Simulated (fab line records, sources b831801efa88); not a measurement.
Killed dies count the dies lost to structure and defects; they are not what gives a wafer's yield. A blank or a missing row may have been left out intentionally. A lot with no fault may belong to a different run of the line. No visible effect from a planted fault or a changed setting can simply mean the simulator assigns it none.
What tool caused it?	flow gf180mcu	Sampling: 13 lots, 37 wafers, 5 of 602 route steps

## WHAT EACH GAUGE READ, for each wafer
GF_VT_IMPLANT_RS_MEAS_46: measurement is done with a four-point probe. Usual: MVSD_RS gives 456.4 ohm/sq (standard deviation 1.1).
lot	measured	on	MVSD_RS (ohm/sq)	flag
L956	day 7 23:30	film_metro-04	456.6 455.8 456.4	
L957	day 8 08:49	film_metro-03	458.1 458.2 458.8	
L959	day 8 17:12	film_metro-01	456.6 458.0 457.1	
L961	day 9 10:10	film_metro-01	457.0 457.3 454.8	
L962	day 9 18:20	film_metro-01	455.7 455.9 457.2	
L963	day 10 02:50	film_metro-01	456.5 454.5 454.7	
L965	day 11 04:07	film_metro-03	456.6 456.1	
L971	day 12 09:13	film_metro-04	456.9 455.9 456.3	
L973	day 12 19:56	film_metro-03	458.7 458.4 458.8	
L974	day 13 02:14	film_metro-01	456.5 457.9 457.7	
L975	day 13 10:20	film_metro-04	455.8 456.4 457.5	
L976	day 13 14:42	film_metro-03	455.3 454.4	
L977	day 13 21:18	film_metro-01	455.6 454.3 454.3	

GF_DUAL_GATE_OVL_MEAS_11. Usual: DUAL_GATE_OVL gives 1.0 nm (standard deviation 1.2).
lot	measured	on	DUAL_GATE_OVL (nm)	flag
L956	day 8 17:20	overlay-02	1.7 -1.8 0.8	
L957	day 9 03:28	overlay-02	-0.3 0.8 2.9	
L959	day 9 12:44	overlay-02	0.5 -0.5 0.3	
L961	day 10 06:17	overlay-02	0.6 1.0 0.5	
L962	day 10 14:43	overlay-02	0.1 -0.3 1.8	
L963	day 10 23:16	overlay-01	1.1 1.3 0.9	
L965	day 11 23:26	overlay-02	-0.2 -0.4	
L971	day 13 08:44	overlay-02	0.7 0.1 0.9	
L973	day 13 19:05	overlay-01	1.2 0.7 0.1	
L974	day 14 02:07	overlay-01	2.1 0.7 1.7	
L975	day 14 08:58	overlay-02	2.0 1.1 1.0	
L976	day 14 14:19	overlay-01	1.2 2.1	
L977	day 14 19:38	overlay-02	2.6 3.2 2.8	

GF_POLY_GATE_THK_MEAS_01. Usual: POLY_GATE_CVD_00_THK gives 200.2 nm (standard deviation 1.7).
lot	measured	on	POLY_GATE_CVD_00_THK (nm)	flag
L956	day 8 21:20	film_metro-01	199.7 199.8 198.9	
L957	day 9 06:46	film_metro-02	198.3 199.3 199.3	
L959	day 9 15:54	film_metro-02	197.9 199.3 198.5	
L961	day 10 10:03	film_metro-01	200.2 198.8 199.0	
L962	day 10 18:24	film_metro-02	299.0 297.4 299.5	OFF
L963	day 11 02:59	film_metro-02	294.9 294.1 293.8	OFF
L965	day 12 08:53	film_metro-03	200.8 198.2	
L971	day 13 11:55	film_metro-03	200.4 198.7 199.4	
L973	day 13 22:14	film_metro-01	202.7 202.8 202.3	
L974	day 14 05:16	film_metro-01	203.2 201.7 201.2	
L975	day 14 12:24	film_metro-03	197.8 199.4 198.2	
L976	day 14 17:29	film_metro-02	199.0 200.1	
L977	day 15 01:09	film_metro-02	201.7 201.0 201.4	

## EACH LOT AND THE TOOL THAT RAN IT (in order: tool; ch and the chambers of the sampled wafers; start)
lot	GF_VT_IMPLANT_STRIP_31	GF_POLY_GATE_CVD_00
L956	plasma_asher-03 ch 1, day 7 07:39	lpcvd-02 ch 0, day 8 20:00
L957	plasma_asher-01 ch 1, day 7 16:18	lpcvd-01 ch 0, day 9 05:26
L959	plasma_asher-03 ch 0,1, day 8 00:40	lpcvd-01 ch 1, day 9 14:34
L961	plasma_asher-02 ch 0,1, day 8 16:34	lpcvd-01 ch 1, day 10 08:43
L962	plasma_asher-01 ch 0,1, day 9 01:01	lpcvd-01 ch 0, day 10 17:04
L963	plasma_asher-02 ch 0,1, day 9 08:36	lpcvd-01 ch 0, day 11 01:38
L965	plasma_asher-03 ch 0,1, day 10 09:21	lpcvd-02 ch 1, day 12 07:31
L971	plasma_asher-02 ch 0,1, day 11 15:00	lpcvd-02 ch 0, day 13 10:34
L973	plasma_asher-01 ch 0,1, day 12 00:42	lpcvd-01 ch 1, day 13 20:54
L974	plasma_asher-01 ch 0,1, day 12 06:43	lpcvd-01 ch 0, day 14 03:56
L975	plasma_asher-02 ch 0,1, day 12 14:34	lpcvd-02 ch 0, day 14 11:04
L976	plasma_asher-02 ch 0,1, day 12 18:39	lpcvd-02 ch 0, day 14 16:08
L977	plasma_asher-03 ch 0,1, day 13 01:03	lpcvd-02 ch 1, day 14 23:48
- GF_VT_IMPLANT_STRIP_31: strips in O2/N2.
- GF_POLY_GATE_CVD_00: deposits poly-Si, target thk 200 nm, time 1200 s.

## WHAT THE TOOLS THEMSELVES READ (means of the sampled wafers that have a number; where no wafer has one, the mark that the record gives instead)
GF_VT_IMPLANT_STRIP_31. Usual: drypump_motor_current_A 5.48 A, standard deviation 0.2; heater_power_w 347 W, standard deviation 48; oes_product_au 0.716 a.u., standard deviation 0.0045; strip_time_to_endpoint_s 12.65 s, standard deviation 0.036.
lot	tool	drypump_motor_current_A (A)	heater_power_w (W)	oes_product_au (a.u.)	strip_time_to_endpoint_s (s)	flag
L956	plasma_asher-03	5.39	294	0.717	12.61	
L957	plasma_asher-01	5.52	284	0.716	12.67	
L959	plasma_asher-03	5.35	304	0.719	12.63	
L961	plasma_asher-02	5.35	354	0.718	12.70	
L962	plasma_asher-01	5.62	360	0.720	12.68	
L963	plasma_asher-02	5.55	377	0.717	12.68	
L965	plasma_asher-03	5.33	313	0.705	12.62	
L971	plasma_asher-02	5.51	378	0.716	12.63	
L973	plasma_asher-01	5.63	363	0.714	12.69	
L974	plasma_asher-01	5.62	362	0.713	12.65	
L975	plasma_asher-02	5.53	376	0.718	12.62	
L976	plasma_asher-02	5.43	366	0.718	12.67	
L977	plasma_asher-03	5.32	327	0.714	12.64	

GF_POLY_GATE_CVD_00. Usual: for pressure_mtorr, 200.0 mTorr with a standard deviation of 0.39; for spike_tc_bottom_C, 636 C with a standard deviation of 3.7; for spike_tc_centre_C, 620.0 C with a standard deviation of 1.4; for spike_tc_lower_C, 620.5 C with a standard deviation of 1.4; for spike_tc_top_C, 635.9 C with a standard deviation of 2.1; for spike_tc_upper_C, 619.8 C with a standard deviation of 1.1; for susceptor_temp_C, 620.01 C with a standard deviation of 0.27.
lot	tool	pressure_mtorr (mTorr)	spike_tc_bottom_C (C)	spike_tc_centre_C (C)	spike_tc_lower_C (C)	spike_tc_top_C (C)	spike_tc_upper_C (C)	susceptor_temp_C (C)	flag
L956	lpcvd-02	199.8	636	620.9	620.5	638.7	619.9	620.15	
L957	lpcvd-01	200.0	631	620.5	620.3	636.2	619.7	620.42	
L959	lpcvd-01	199.5	638	617.7	620.1	633.0	619.1	620.06	
L961	lpcvd-01	199.8	638	619.6	619.4	633.9	620.1	620.02	
L962	lpcvd-01	199.7	647	636.3	636.2	651.5	636.7	636.94	OFF
L963	lpcvd-01	199.6	646	636.1	635.7	651.1	637.0	636.96	OFF
L965	lpcvd-02	199.9	642	618.8	620.9	639.0	618.6	620.01	
L971	lpcvd-02	200.0	637	621.1	621.5	638.3	620.5	619.73	
L973	lpcvd-01	199.7	639	618.4	621.0	633.8	619.6	619.58	
L974	lpcvd-01	200.1	630	620.4	617.5	635.0	620.1	619.92	
L975	lpcvd-02	200.6	637	621.0	621.6	635.9	620.3	620.16	
L976	lpcvd-02	199.8	635	622.6	621.6	636.9	618.5	620.02	
L977	lpcvd-02	200.0	642	619.6	620.3	638.2	619.6	619.66	

## THE ANSWER, worked out from the rows above alone
Rule: a lot is off if the mean of its wafers that have a number lies more than 3 standard deviations from the usual mean. A lot without any number at a reading at which 4 lots or more have one is off too. All remaining lots with rows at the step are treated as sound. First the gauges in route order, then the tools' own readings, where a lot's mean is used as printed above. At the first step where some lot is off, the reading lying furthest off is the one used; lots without a number count as furthest.
Off: at GF_POLY_GATE_THK_MEAS_01 (POLY_GATE_CVD_00_THK), L962, L963.
A tool fits if, at a process step before that reading, it ran every lot that is off, and no sound lot after the first of them. The gauges at GF_POLY_GATE_THK_MEAS_01 aren't tried: what is off there is off at GF_POLY_GATE_CVD_00 too, on other tools, and a gauge's error can't cause that. Not one of the candidates tried fits.

## WHAT THE SIMULATOR PUT IN
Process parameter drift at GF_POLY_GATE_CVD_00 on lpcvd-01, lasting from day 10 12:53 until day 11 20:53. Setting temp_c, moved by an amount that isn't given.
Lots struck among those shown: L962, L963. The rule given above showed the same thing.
